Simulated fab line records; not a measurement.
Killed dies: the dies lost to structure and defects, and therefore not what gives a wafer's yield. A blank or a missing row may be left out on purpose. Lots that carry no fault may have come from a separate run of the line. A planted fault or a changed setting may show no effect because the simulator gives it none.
Lot-split experiment -- flow sky130 -- 23 wafers read across 5 lots, on a route 708 steps long

== THE SPLIT ==
At SKY_LDD_N_COAT_02 (resist thk 300 nm), the setting spin rpm was moved away from the recipe's 3000 rpm on 6 of the 23 wafers read, by -6.3% to +5.9%. All remaining wafers had this setting at the recipe value.

The reading comes from the split's own step.

== THE READING ==
NOVOLAK_of_LDD_N_COAT_02.thk nm (the simulator's own value, which no gauge read), in nm, at SKY_LDD_N_COAT_02 (resist thk 300 nm). No usual value for it is given in the file. Average 300.0 nm, standard deviation 0.71 nm, over the 17 wafers here run with the recipe.

wafer,"tool, chamber at the split","spin rpm as run, rpm",against the recipe,"NOVOLAK_of_LDD_N_COAT_02.thk nm, nm",against lot-mates on the recipe
L075.1,"litho track-01, 0",3000,recipe,300.6,-
L075.2,"litho track-01, 0",3000,recipe,300.7,-
L075.3,"litho track-01, 0",3000,recipe,301.3,-
L075.4,"litho track-01, 0",2812,-6.3%,310.5,+9.6
L075.6,"litho track-01, 0",2812,-6.3%,310.7,+9.8
L078.1,"litho track-01, 0",3000,recipe,299.9,-
L078.3,"litho track-01, 0",3000,recipe,300.5,-
L078.4,"litho track-01, 0",2822,-5.9%,309.4,+9.3
L078.5,"litho track-01, 0",2822,-5.9%,309.2,+9.1
L078.6,"litho track-01, 0",3000,recipe,299.8,-
L079.1,"litho track-01, 0",3000,recipe,300.6,-
L079.2,"litho track-01, 0",3177,+5.9%,292.1,-8.5
L079.3,"litho track-01, 0",3177,+5.9%,292.9,-7.7
L079.4,"litho track-01, 0",3000,recipe,301,-
L079.5,"litho track-01, 0",3000,recipe,300.3,-
L080.1,"litho track-04, 0",3000,recipe,299.6,-
L080.4,"litho track-04, 0",3000,recipe,299,-
L080.5,"litho track-04, 0",3000,recipe,300.4,-
L081.1,"litho track-04, 0",3000,recipe,299,-
L081.2,"litho track-04, 0",3000,recipe,299.1,-
L081.4,"litho track-04, 0",3000,recipe,299.1,-
L081.5,"litho track-04, 0",3000,recipe,299.6,-
L081.6,"litho track-04, 0",3000,recipe,299.5,-

THE FIT
A straight line over all 23 wafers: NOVOLAK_of_LDD_N_COAT_02.thk nm changes by -1.5 nm for each +1% of spin rpm; r = -0.99; the points scatter about the line by 0.83 nm.
The same after taking each lot's own level away (the mean of its wafers on the recipe; 23 wafers): -1.49 nm for each +1%; r = -1.00; scatter 0.41 nm.
That fit puts the effect of the largest move of spin rpm on the reading at 9.3 nm.
From 299.26 to 300.87 nm: that is the span of the lots' own levels, equal to 2.3 times the standard deviation above.
Consequently the slope shifts little with the lot-to-lot level, the two slopes agreeing.
Check: for one of the wafers moved furthest among these (-6.3%), held out of the fit, the line's prediction against its lot-mates is +9.43 nm. It came out at +9.63 nm against them.

== ADDITIONAL SPLITS CARRIED BY THESE WAFERS ==
Other splits were also applied to these wafers ahead of the reading. Each is held against what the fit with the lots' levels taken away leaves over:
other split on the same wafers,wafers away from the commonest value,r with NOVOLAK_of_LDD_N_COAT_02.thk nm (lot level and that fit taken away)
SKY_GATE_OXIDE_IMPLANT_11 dose cm2,9,+0.08
SKY_RES_PROTECT_COAT_02 resist thk nm,9,-0.32
SKY_POLY_GATE_COAT_08 resist thk nm,6,-0.10
SKY_POLY_GATE_ETCH_17 time s,6,-0.08

== THE WHOLE CHAIN: every reading that the file lists as answering this split, in the file's order ==
step,what it does,reading,change (the file's fit),r (the file's)
SKY_LDD_N_COAT_02,resist thk 300 nm,"NOVOLAK_of_LDD_N_COAT_02.thk nm (the simulator's own value, which no gauge read)",-1.5 nm for each +1% of the setting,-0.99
SKY_LDD_N_STRIP_16,strips in O2/N2,strip time to endpoint s,withheld for each +1% of the setting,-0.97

== FILE'S OWN FIT ==
NOVOLAK_of_LDD_N_COAT_02.thk nm changes by -1.5 nm for each +1% of spin rpm, r = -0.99.
